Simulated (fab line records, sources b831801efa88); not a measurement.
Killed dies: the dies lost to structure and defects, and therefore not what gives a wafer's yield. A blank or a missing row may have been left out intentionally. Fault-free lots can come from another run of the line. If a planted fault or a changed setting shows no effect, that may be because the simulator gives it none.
Chamber matching | flow sky130 | rie-diel-01 running SKY_FIELD_ISO_ETCH_14: 4 sister chambers
The step etches BARC in N2/H2, stops on SiO2, time 45.9 s, target depth 60 nm. 4 wafers are shown with their chamber, then 8 later ones without.

== EACH WAFER AND ITS CHAMBER ==
wafer  | chamber | bias-w (W)
L557.3 | 1       | 100.6
L558.4 | 0       | 99.6
L558.6 | 3       | 100.2
L559.2 | 2       | 100.3

== WAFERS WITH NO CHAMBER GIVEN ==
wafer  | bias-w (W)
L559.3 | 99.4
L559.6 | 100.3
L560.2 | 99.7
L560.5 | 99.5
L560.6 | 100.0
L568.1 | 100.2
L568.4 | 100.2
L568.5 | 100.1

== THE CHAMBER EACH PASSED THROUGH ==
wafer  | from the rows above          | in truth
L559.3 | 0                            | 0
L559.6 | can't be placed: 2 or 3      | 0
L560.2 | 0                            | 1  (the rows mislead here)
L560.5 | 0                            | 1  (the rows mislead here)
L560.6 | can't be placed: 3 or 2 or 0 | 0
L568.1 | can't be placed: 3 or 2      | 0
L568.4 | can't be placed: 3 or 2      | 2
L568.5 | can't be placed: 3 or 2      | 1
Placed correctly: 1 of 8. From these rows, 5 cannot be placed; in 2 the true chamber is one of the candidates. Number placed wrongly: 2.
How it was worked out, from the rows above alone: a wafer's distance from a chamber is the root of the sum, over the readings, of the square of ((its reading less the chamber's mean) divided by the reading's scatter). If the next closest chamber is less than 2 further off than the closest, the wafer can't be placed; otherwise it belongs to the closest. A chamber's mean is the mean of its shown wafers. The scatter (one wafer shown for each chamber): square how far every hidden wafer sits from the nearest shown wafer, average those squares and take the square root.
